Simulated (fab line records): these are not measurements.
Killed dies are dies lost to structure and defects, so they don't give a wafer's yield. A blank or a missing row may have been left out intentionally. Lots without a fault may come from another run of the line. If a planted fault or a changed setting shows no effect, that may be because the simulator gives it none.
One fault seen from 2 desks    flow sfq-line    every desk sees just its own numbers, and what lay behind them comes last

== METROLOGY DESK ==
Means of the sampled wafers that have a number, per lot and without regard to the tool the lot ran on: this is what the gauges read. A lot is out of limits, marked OUT, if its mean lies more than 4 standard deviations from the usual mean; the brackets give that distance.
Columns: A = I1_BOW at SFQ_I1_BOW_MEAS_912, usual 1 um; B = I1_OVL at SFQ_I1_OVL_MEAS_913, usual 3 nm
lot   first seen here  A   B
L558  day 24 14:05     7   8
L562  day 25 04:08     6   -1
L575  day 33 12:02     4   -6
L576  day 33 15:05     1   3
L577  day 33 22:17     -2  2
Finding of this desk: none of the 5 lots has anything out of limits.

== AT THE TOOL OWNER'S DESK: rie-diel-04 ==
The tool's own readings at SFQ_TRILAYER_I1_VIA_ETCH_VIA_ETCH_052 (etches SiO2 in CHF3, stops on Nb, target depth 260 nm): means of the sampled wafers that have a number, for each lot that ran on this tool. A lot is out of limits, marked OUT, if its mean lies more than 4 standard deviations from the usual mean; the brackets give that distance.
Columns: A = bias-w at SFQ_TRILAYER_I1_VIA_ETCH_VIA_ETCH_052, usual 79.97 W; B = drypump-motor-current-A at SFQ_TRILAYER_I1_VIA_ETCH_VIA_ETCH_052, usual 5.6 A; C = oes-product-au at SFQ_TRILAYER_I1_VIA_ETCH_VIA_ETCH_052, usual 0.855 a.u.
lot   first seen here  A                B    C
L558  day 24 17:44     80.17            5.5  0.854
L562  day 25 07:47     79.85            5.5  0.859
L575  day 40 01:17     84.76 (+20) OUT  5.3  0.851
This desk's finding: out of limits on L575; first on L575, day 40 01:17 (bias-w at SFQ_TRILAYER_I1_VIA_ETCH_VIA_ETCH_052). Within limits: L558, L562.

== TAKEN TOGETHER ==
The tool owner's desk could have raised an alarm at day 40 01:17, on L575.
Nothing out of limits was seen by the metrology desk.
The metrology desk holds a record of L575, inside its limits.
On rie-diel-04, each named lot ran SFQ_TRILAYER_I1_VIA_ETCH_VIA_ETCH_052.

== WHAT THE SIMULATOR PUT IN ==
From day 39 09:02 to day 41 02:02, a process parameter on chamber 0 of rie-diel-04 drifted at SFQ_TRILAYER_I1_VIA_ETCH_VIA_ETCH_052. A move of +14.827 in setting bias-w, from 80. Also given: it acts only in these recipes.
Lots struck among those shown: L575.
Delay in hours, fault start to first out-of-limits reading, by desk: the tool owner's desk at 16.
